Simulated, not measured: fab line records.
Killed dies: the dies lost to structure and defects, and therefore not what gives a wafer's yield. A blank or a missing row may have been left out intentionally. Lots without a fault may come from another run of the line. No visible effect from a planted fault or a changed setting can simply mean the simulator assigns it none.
Chamber matching -- flow gf180mcu -- wetBench-01 running GF_POLY_GATE_CLEAN_15: 4 sister chambers
The step cleans in SC1/SC2, time 150 s. 4 wafers are shown with their chamber, then 10 later ones without.

== WAFERS PAIRED WITH THEIR CHAMBERS ==
wafer,chamber,tempC (C)
L876.6,1,69.99
L879.6,0,70.06
L882.5,3,70.13
L883.2,2,69.94

== WAFERS WITH NO CHAMBER GIVEN ==
wafer,tempC (C)
L883.5,70.03
L885.4,69.97
L885.5,70.00
L885.6,69.98
L886.2,70.13
L886.4,70.14
L886.5,69.96
L888.4,70.03
L888.5,70.06
L888.6,69.95

== CHAMBER TAKEN BY EACH ==
wafer,from the rows above,in truth
L883.5,can't be placed: 0 or 1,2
L885.4,can't be placed: 1 or 2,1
L885.5,1,1
L885.6,can't be placed: 1 or 2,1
L886.2,3,3
L886.4,3,3
L886.5,can't be placed: 2 or 1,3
L888.4,can't be placed: 0 or 1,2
L888.5,0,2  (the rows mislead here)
L888.6,can't be placed: 2 or 1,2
Correctly placed: 3 of 10. Unplaceable from these rows: 6, with the true chamber sitting among the candidates in 3. Placed wrongly: 1.
How it was worked out, from the rows above alone: a wafer's distance from a chamber is the root of the sum, over the readings, of the square of ((its reading less the chamber's mean) divided by the reading's scatter). If the next closest chamber is less than 2 further off than the closest, the wafer can't be placed; otherwise it belongs to the closest. Each chamber's mean is taken over the wafers shown for it. The scatter (one wafer shown for each chamber): square how far every hidden wafer sits from the nearest shown wafer, average those squares and take the square root.
